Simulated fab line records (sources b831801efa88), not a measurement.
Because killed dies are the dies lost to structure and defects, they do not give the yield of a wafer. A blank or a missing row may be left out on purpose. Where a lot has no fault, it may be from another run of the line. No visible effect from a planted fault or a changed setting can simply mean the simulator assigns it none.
The same fault as seen by 2 desks || flow sky130 || each desk holds nothing but its own numbers, with what lay behind them at the end

## AT THE METROLOGY DESK
What the gauges read for every lot (on any tool): the sampled wafers with a number, averaged. A lot is out of limits, marked OUT, if its mean lies more than 4 standard deviations from the usual mean; the brackets give that distance.
Columns: A = CAP2M_OVL at SKY_CAP2M_OVL_MEAS_12, usual -0.6 nm
{"lot": "L595", "first seen here": "day 40 17:13", "A": 1.7}
{"lot": "L596", "first seen here": "day 40 20:40", "A": 1.3}
{"lot": "L597", "first seen here": "day 41 09:13", "A": -2.2}
{"lot": "L598", "first seen here": "day 42 01:49", "A": 1.0}
{"lot": "L599", "first seen here": "day 42 03:07", "A": 1.8}
{"lot": "L603", "first seen here": "day 43 13:34", "A": -1.8}
{"lot": "L605", "first seen here": "day 43 16:04", "A": -0.7}
{"lot": "L604", "first seen here": "day 43 21:06", "A": -1.9}
{"lot": "L608", "first seen here": "day 44 14:37", "A": -2.4}
{"lot": "L609", "first seen here": "day 44 19:04", "A": -2.7}
{"lot": "L613", "first seen here": "day 45 20:43", "A": -1.2}
{"lot": "L616", "first seen here": "day 46 09:20", "A": -2.5}
This desk's finding: nothing out of limits on any of the 12 lots.

## TOOL OWNER'S DESK, ilineStepper-01
The tool's own readings at SKY_CAP2M_EXPOSE_09 (exposes mask CAP2M, target cd 1000 nm): means of the sampled wafers that have a number, for each lot that ran on this tool. A lot is out of limits, marked OUT, if its mean lies more than 4 standard deviations from the usual mean; the brackets give that distance.
Columns: A = exposureDoseMJCm2 at SKY_CAP2M_EXPOSE_09, usual 159.05
{"lot": "L595", "first seen here": "day 40 05:11", "A": 159.02}
{"lot": "L596", "first seen here": "day 40 09:04", "A": 159.09}
{"lot": "L598", "first seen here": "day 41 14:50", "A": "175.08 (+99 or more) OUT"}
{"lot": "L599", "first seen here": "day 41 15:25", "A": "175.12 (+99 or more) OUT"}
This desk's verdict: out of limits on L598, L599, starting with L598 at day 41 14:50 (exposureDoseMJCm2 at SKY_CAP2M_EXPOSE_09). L595, L596: within limits.

## TAKEN TOGETHER
The tool owner's desk had the chance to raise an alarm at day 41 14:50 on L598, L599.
At the metrology desk, nothing out of limits was observed.
The metrology desk holds a record of L598, L599, inside its limits.
SKY_CAP2M_EXPOSE_09 was run on ilineStepper-01 by each of the lots named.

## WHAT THE SIMULATOR HAD INSERTED
Process parameter drift: ilineStepper-01, from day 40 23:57 on, at SKY_CAP2M_EXPOSE_09. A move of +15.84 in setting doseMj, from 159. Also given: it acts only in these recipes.
Struck lots among those shown: L598, L599.
Hours from the fault's start to each desk's first reading out of limits: the tool owner's desk, 15.
